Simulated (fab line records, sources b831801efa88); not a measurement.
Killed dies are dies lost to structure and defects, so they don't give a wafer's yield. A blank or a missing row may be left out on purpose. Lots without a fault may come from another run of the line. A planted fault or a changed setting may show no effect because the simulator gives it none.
A struck lot beside a sound one | flow gf180mcu | 48 steps out of a route of 602
Sound: wafers L431.1, L431.3, L431.4. Struck: wafers L420.2, L420.5, L420.6. The cause comes at the end.
At each step with rows: each side's tool, then ch and its chambers, then its first start. Under that, the readings that differ: sound wafers | struck wafers | difference of the means | sigmas: that difference in standard deviations of wafers without a fault.
alike: readings whose means differ by less than 2 such deviations, and words and numbers that are the same on both sides. not compared: withheld readings, readings that some wafer has no value for, bounds like >300 that may hide the same value, and numbers for which the record gives no deviation and whose values overlap.
The two part at a step that has a row with sigmas, a row that says differs or no value, or rows on one side only. Numbers that don't overlap but have no deviation are shown without sigmas and don't part them. A reading that every wafer of one side lacks parts them only if that side has two wafers or more.

first, 1 step without rows for these wafers: GF_STI_OXIDATION_21 (stabilise 600 s, purge 300 s, target thk 15 nm).
GF_STI_THK_MEAS_22:
  sound on film_metro-04, day 6 15:55; struck on film_metro-04, day 4 07:35
  alike: STI_OXIDATION_01_THK
then, 1 step without rows for these wafers: GF_STI_CVD_23 (deposits SiO2, target thk 650 nm, time 108.3 s).
GF_STI_THK_MEAS_24:
  sound on film_metro-02, day 6 16:04; struck on film_metro-04, day 4 07:43
  alike: STI_CVD_23_THK
GF_STI_CMP_25: polishes, stops on Si3N4, t overpolish 33 s, target thk 524.6 nm.
  sound on cmp-01 ch 0,1,2, day 6 16:07; struck on cmp-01 ch 0,1, day 4 07:46
  alike: motor_current_A, overpolish_run_s, retaining_ring_pressure_frac, time_to_endpoint_s
then, 4 steps without rows for these wafers: GF_STI_WET_ETCH_26 (etches SiO2 in dHF, target depth 94 nm, time 188 s); GF_STI_WET_ETCH_27 (etches Si3N4 in H3PO4, target depth 160 nm, time 1825 s); GF_STI_WET_ETCH_28 (etches SiO2 in dHF, target depth 20 nm, time 40 s); GF_STI_OXIDATION_29 (stabilise 600 s, purge 300 s, target thk 10 nm).
GF_STI_THK_MEAS_30:
  sound on film_metro-03, day 6 18:34; struck on film_metro-03, day 4 14:37
  alike: STI_OXIDATION_02_THK
then, 2 steps without rows for these wafers: GF_DNWELL_DEHYDRATE_00 (time 60 s); GF_DNWELL_HMDS_01 (prime time 60 s).
GF_DNWELL_COAT_02: resist thk 3000 nm.
  sound on litho_track-03 ch 0, day 7 01:53; struck on litho_track-01, day 4 20:59
  no value came back on the struck wafers for chill_plate_temp_C (C), dispense_pressure_kPa (kPa); on the sound wafers chill_plate_temp_C (C) reads 23.10 23.21 23.00
then, 5 steps without rows for these wafers: GF_DNWELL_SOFTBAKE_03; GF_DNWELL_EXPOSE_04 (exposes mask DNWELL, target cd 1700 nm); GF_DNWELL_PEB_05; GF_DNWELL_DEVELOP_06 (develop time 60 s); GF_DNWELL_IMPLANT_07.
GF_DNWELL_STRIP_08: strips in O2/N2.
  sound on plasma_asher-01 ch 0,1, day 7 10:11; struck on plasma_asher-04 ch 0,1, day 5 03:53
  no value came back on the struck wafers for oes_product_au (a.u.), strip_time_to_endpoint_s (s); on the sound wafers oes_product_au (a.u.) reads 0.712 0.708 0.709
  alike: drypump_motor_current_A, heater_power_w, n2_flow_sccm
  not compared: rf_hours_counter_h
GF_DNWELL_TW_MEAS_09:
  sound on film_metro-03, day 7 10:17; struck on film_metro-01, day 5 04:00
  alike: DNWELL_TW
then, 7 steps without rows for these wafers: GF_NWELL_DEHYDRATE_00 (time 60 s); GF_NWELL_HMDS_01 (prime time 60 s); GF_NWELL_COAT_02 (resist thk 3000 nm); GF_NWELL_SOFTBAKE_03; GF_NWELL_EXPOSE_04 (exposes mask Nwell, target cd 860 nm); GF_NWELL_PEB_05; GF_NWELL_DEVELOP_06 (develop time 60 s).
GF_NWELL_OVL_MEAS_07:
  sound on overlay-01, day 8 01:49; struck on overlay-02, day 5 18:03
  alike: NWELL_OVL
then, 2 steps without rows for these wafers: GF_NWELL_IMPLANT_08; GF_NWELL_IMPLANT_09.
GF_NWELL_STRIP_10: strips in O2/N2.
  sound on plasma_asher-03 ch 0,1, day 8 02:08; struck on plasma_asher-04 ch 0,1, day 5 18:23
  alike: drypump_motor_current_A, heater_power_w, n2_flow_sccm, oes_product_au, strip_time_to_endpoint_s
  not compared: rf_hours_counter_h
GF_NWELL_TW_MEAS_11:
  sound on film_metro-03, day 8 02:14; struck on film_metro-04, day 5 18:29
  reading  | sound          | struck         | difference | sigmas
  NWELL_TW | 1591 1593 1588 | 1828 1823 1823 | +234       | +12
then, 7 steps without rows for these wafers: GF_LVPWELL_DEHYDRATE_00 (time 60 s); GF_LVPWELL_HMDS_01 (prime time 60 s); GF_LVPWELL_COAT_02 (resist thk 3000 nm); GF_LVPWELL_SOFTBAKE_03; GF_LVPWELL_EXPOSE_04 (exposes mask LVPWELL, target cd 600 nm); GF_LVPWELL_PEB_05; GF_LVPWELL_DEVELOP_06 (develop time 60 s).
GF_LVPWELL_OVL_MEAS_07:
  sound on overlay-02, day 8 18:07; struck on overlay-02, day 6 08:40
  alike: LVPWELL_OVL
then, 2 steps without rows for these wafers: GF_LVPWELL_IMPLANT_08; GF_LVPWELL_IMPLANT_09.
GF_LVPWELL_TW_MEAS_11:
  sound on film_metro-03, day 8 18:33; struck on film_metro-03, day 6 09:07
  reading    | sound       | struck         | difference | sigmas
  LVPWELL_TW | 567 565 565 | 1388 1387 1387 | +822       | +99 or more
GF_MVSD_TW_MEAS_11:
  sound on film_metro-03, day 9 11:17; struck on film_metro-01, day 7 00:55
  reading | sound          | struck         | difference | sigmas
  MVSD_TW | 1589 1594 1587 | 1852 1860 1847 | +263       | +15
GF_MVPSD_TW_MEAS_11:
  sound on film_metro-01, day 10 03:47; struck on film_metro-03, day 7 17:20
  reading  | sound       | struck         | difference | sigmas
  MVPSD_TW | 558 560 558 | 1378 1383 1386 | +824       | +99 or more
GF_VT_IMPLANT_TW_MEAS_10:
  sound on film_metro-04, day 10 21:35; struck on film_metro-02, day 8 08:50
  reading       | sound       | struck         | difference | sigmas
  VT_IMPLANT_TW | 554 551 555 | 1363 1371 1372 | +815       | +99 or more
GF_VT_IMPLANT_TW_MEAS_21:
  sound on film_metro-01, day 11 16:14; struck on film_metro-04, day 9 01:14
  reading         | sound          | struck         | difference | sigmas
  VT_IMPLANT_2_TW | 1216 1216 1223 | 1575 1568 1576 | +355       | +30
GF_VT_IMPLANT_TW_MEAS_32:
  sound on film_metro-01, day 12 11:44; struck on film_metro-04, day 9 18:21
  reading         | sound             | struck               | difference | sigmas
  VT_IMPLANT_3_TW | 265.2 266.7 265.7 | 1319.7 1317.5 1313.4 | +1051.0    | +99 or more

WHERE THEY PART
First at GF_DNWELL_COAT_02; last, within this record, at GF_VT_IMPLANT_TW_MEAS_32.

WHY: what the simulator had put in
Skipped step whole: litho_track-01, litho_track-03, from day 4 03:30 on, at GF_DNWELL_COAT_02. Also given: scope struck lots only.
